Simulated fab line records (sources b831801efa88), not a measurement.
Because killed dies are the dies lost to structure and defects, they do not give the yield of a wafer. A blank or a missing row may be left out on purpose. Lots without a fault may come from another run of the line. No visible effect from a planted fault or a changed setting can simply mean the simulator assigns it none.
Check of tool commonality :: flow gf180mcu :: Sampled: 11 lots, 42 wafers

WHY IT WAS OPENED
At GF_NWELL_TW_MEAS_11 the reading NWELL_TW is flagged on 3 of 11 lots. No-fault wafers: 1577, standard deviation 12.
Rule: a lot is flagged when every wafer of it that has a number lies more than 4 standard deviations from that mean, or none has a number. As for the other lots, they are considered sound.

lot: L258
measured: day 4 23:47
on: film_metro-03
NWELL_TW, wafer by wafer: 1586 1582 1582
flag: 

lot: L259
measured: day 5 03:28
on: film_metro-04
NWELL_TW, wafer by wafer: 30 30 30 30 30 30
flag: FLAGGED

lot: L260
measured: day 5 13:16
on: film_metro-03
NWELL_TW, wafer by wafer: 30 30 30 30 30 30
flag: FLAGGED

lot: L261
measured: day 5 17:31
on: film_metro-03
NWELL_TW, wafer by wafer: 30 30 30 30 30 30
flag: FLAGGED

lot: L267
measured: day 6 23:06
on: film_metro-04
NWELL_TW, wafer by wafer: 1561 1565 1571
flag: 

lot: L268
measured: day 7 05:06
on: film_metro-03
NWELL_TW, wafer by wafer: 1590 1590 1590
flag: 

lot: L269
measured: day 7 11:23
on: film_metro-03
NWELL_TW, wafer by wafer: 1585 1591 1590
flag: 

lot: L270
measured: day 7 16:09
on: film_metro-04
NWELL_TW, wafer by wafer: 1553 1560 1551
flag: 

lot: L272
measured: day 8 02:17
on: film_metro-01
NWELL_TW, wafer by wafer: 1586 1580 1582
flag: 

lot: L273
measured: day 8 08:56
on: film_metro-04
NWELL_TW, wafer by wafer: 1574 1573 1579
flag: 

lot: L274
measured: day 8 13:42
on: film_metro-01
NWELL_TW, wafer by wafer: 1588 1581 1579
flag: 
Averaged over the flagged lots the numbers come to 30, -1547 from the usual (-99 or more standard deviations).

WHICH TOOL EACH LOT WENT THROUGH
The record holds 2 process steps before the reading, out of a route of 602 steps. Read each cell as the tool, then ch plus the chambers that the sampled wafers visited, then the start.
lot: L258
flag: 
GF_DNWELL_STRIP_08: plasma_asher-01 ch 0,1, day 4 09:13
GF_NWELL_STRIP_10: plasma_asher-02 ch 0,1, day 4 23:41

lot: L259
flag: FLAGGED
GF_DNWELL_STRIP_08: plasma_asher-02 ch 0,1, day 4 13:05
GF_NWELL_STRIP_10: plasma_asher-01 ch 0,1, day 5 03:22

lot: L260
flag: FLAGGED
GF_DNWELL_STRIP_08: plasma_asher-03 ch 0,1, day 4 22:11
GF_NWELL_STRIP_10: plasma_asher-01 ch 0, day 5 13:09

lot: L261
flag: FLAGGED
GF_DNWELL_STRIP_08: plasma_asher-01 ch 0,1, day 5 02:31
GF_NWELL_STRIP_10: plasma_asher-01 ch 0,1, day 5 17:24

lot: L267
flag: 
GF_DNWELL_STRIP_08: plasma_asher-01 ch 0,1, day 6 07:39
GF_NWELL_STRIP_10: plasma_asher-01 ch 0,1, day 6 23:00

lot: L268
flag: 
GF_DNWELL_STRIP_08: plasma_asher-01 ch 0,1, day 6 12:53
GF_NWELL_STRIP_10: plasma_asher-04 ch 0,1, day 7 05:00

lot: L269
flag: 
GF_DNWELL_STRIP_08: plasma_asher-01 ch 0,1, day 6 19:04
GF_NWELL_STRIP_10: plasma_asher-04 ch 0, day 7 11:16

lot: L270
flag: 
GF_DNWELL_STRIP_08: plasma_asher-01 ch 0,1, day 6 23:30
GF_NWELL_STRIP_10: plasma_asher-04 ch 0,1, day 7 16:02

lot: L272
flag: 
GF_DNWELL_STRIP_08: plasma_asher-03 ch 0,1, day 7 09:59
GF_NWELL_STRIP_10: plasma_asher-02 ch 0,1, day 8 02:11

lot: L273
flag: 
GF_DNWELL_STRIP_08: plasma_asher-01 ch 0,1, day 7 16:26
GF_NWELL_STRIP_10: plasma_asher-01 ch 0,1, day 8 08:50

lot: L274
flag: 
GF_DNWELL_STRIP_08: plasma_asher-03 ch 0,1, day 7 20:31
GF_NWELL_STRIP_10: plasma_asher-02 ch 0,1, day 8 13:36
What these steps do:
- GF_DNWELL_STRIP_08: strips in O2/N2.
- GF_NWELL_STRIP_10: strips in O2/N2.
- GF_NWELL_TW_MEAS_11

FLAGGED AGAINST TOTAL, ONE TOOL AT A TIME (gauges that did the reading follow at the end)
step: GF_DNWELL_STRIP_08
tool: plasma_asher-01
lots run: 7
flagged: 1
share of the flagged lots: some
sound lots run after its first flagged lot: 5 (L267,L268,L269,L270,L273)

step: GF_DNWELL_STRIP_08
tool: plasma_asher-02
lots run: 1
flagged: 1
share of the flagged lots: some
sound lots run after its first flagged lot: 0

step: GF_DNWELL_STRIP_08
tool: plasma_asher-03
lots run: 3
flagged: 1
share of the flagged lots: some
sound lots run after its first flagged lot: 2 (L272,L274)

step: GF_NWELL_STRIP_10
tool: plasma_asher-01
lots run: 5
flagged: 3
share of the flagged lots: all
sound lots run after its first flagged lot: 2 (L267,L273)

step: GF_NWELL_STRIP_10
tool: plasma_asher-02
lots run: 3
flagged: 0
share of the flagged lots: none
sound lots run after its first flagged lot: -

step: GF_NWELL_STRIP_10
tool: plasma_asher-04
lots run: 3
flagged: 0
share of the flagged lots: none
sound lots run after its first flagged lot: -

step: GF_NWELL_TW_MEAS_11
tool: film_metro-01
lots run: 2
flagged: 0
share of the flagged lots: none
sound lots run after its first flagged lot: -

step: GF_NWELL_TW_MEAS_11
tool: film_metro-03
lots run: 5
flagged: 2
share of the flagged lots: some
sound lots run after its first flagged lot: 2 (L268,L269)

step: GF_NWELL_TW_MEAS_11
tool: film_metro-04
lots run: 4
flagged: 1
share of the flagged lots: some
sound lots run after its first flagged lot: 3 (L267,L270,L273)

THE TABLE: WHAT IT ALLOWS
1 row of the table ran every flagged lot: plasma_asher-01 at GF_NWELL_STRIP_10.
- plasma_asher-01 at GF_NWELL_STRIP_10: 3 of its 5 lots flagged. Sound lots followed the first flagged one (L267, L273) on it, something a lasting fault affecting the whole tool could not allow. Its own readings (strip_time_to_endpoint_s) fall more than 4 standard deviations out on all wafers of the flagged lots.
None of the table's rows ran every flagged lot and, after the first, no sound lot.

WHAT THE SIMULATOR PUT IN
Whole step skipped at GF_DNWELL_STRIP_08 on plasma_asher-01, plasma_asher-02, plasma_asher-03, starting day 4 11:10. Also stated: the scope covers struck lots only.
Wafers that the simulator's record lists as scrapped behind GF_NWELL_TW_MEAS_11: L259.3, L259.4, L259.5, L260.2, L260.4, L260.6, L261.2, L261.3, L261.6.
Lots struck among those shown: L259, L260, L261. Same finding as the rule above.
